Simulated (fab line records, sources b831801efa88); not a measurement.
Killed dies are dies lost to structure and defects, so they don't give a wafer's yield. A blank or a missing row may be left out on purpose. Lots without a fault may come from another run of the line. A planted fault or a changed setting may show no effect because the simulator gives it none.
Chamber matching | flow gf180mcu | GF_V5_CMP_26 on cmp-01: 4 sister chambers
The step polishes, stops on SiO2, t overpolish 15 s, target thk 0 nm. 8 wafers are shown with their chamber, then 9 later ones without.

WAFERS WITH THEIR CHAMBER
wafer  | chamber | motor_current_A (A) | time_to_endpoint_s (s)
L850.5 | 2       | 11.9                | 82
L851.6 | 1       | 10.1                | 83
L861.2 | 2       | 11.3                | 84
L860.2 | 3       | 9.2                 | 87
L860.5 | 0       | 12.6                | 85
L863.1 | 3       | 9.3                 | 90
L863.2 | 1       | 10.2                | 84
L863.6 | 0       | 12.6                | 83

WAFERS WITHOUT THEIR CHAMBER
wafer  | motor_current_A (A) | time_to_endpoint_s (s)
L864.1 | 9.2                 | 88
L864.4 | 11.8                | 84
L864.6 | 9.8                 | 85
L867.1 | 9.6                 | 81
L867.5 | 9.6                 | 85
L867.6 | 13.0                | 78
L869.1 | 11.0                | 84
L869.2 | 9.7                 | 85
L869.6 | 9.6                 | 85

WHICH CHAMBER EACH WENT THROUGH
wafer  | from the rows above     | in truth
L864.1 | 3                       | 3
L864.4 | 2                       | 2
L864.6 | can't be placed: 1 or 3 | 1
L867.1 | 1                       | 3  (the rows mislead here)
L867.5 | can't be placed: 1 or 3 | 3
L867.6 | 0                       | 0
L869.1 | can't be placed: 2 or 1 | 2
L869.2 | can't be placed: 1 or 3 | 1
L869.6 | can't be placed: 1 or 3 | 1
Placed correctly: 3 of 9. Can't be placed from these rows: 5 (the true chamber is among the candidates in 5). Placed wrongly: 1.
How it was worked out, from the rows above alone: a wafer's distance from a chamber is the root of the sum, over the readings, of the square of ((its reading less the chamber's mean) divided by the reading's scatter). The wafer belongs to the nearest chamber; if the next one is less than 2 further off, it can't be placed. A chamber's mean is the mean of its shown wafers. The scatter: the root of (the sum of the squares of (reading less its chamber's mean) over the shown wafers, divided by (wafers less chambers)).
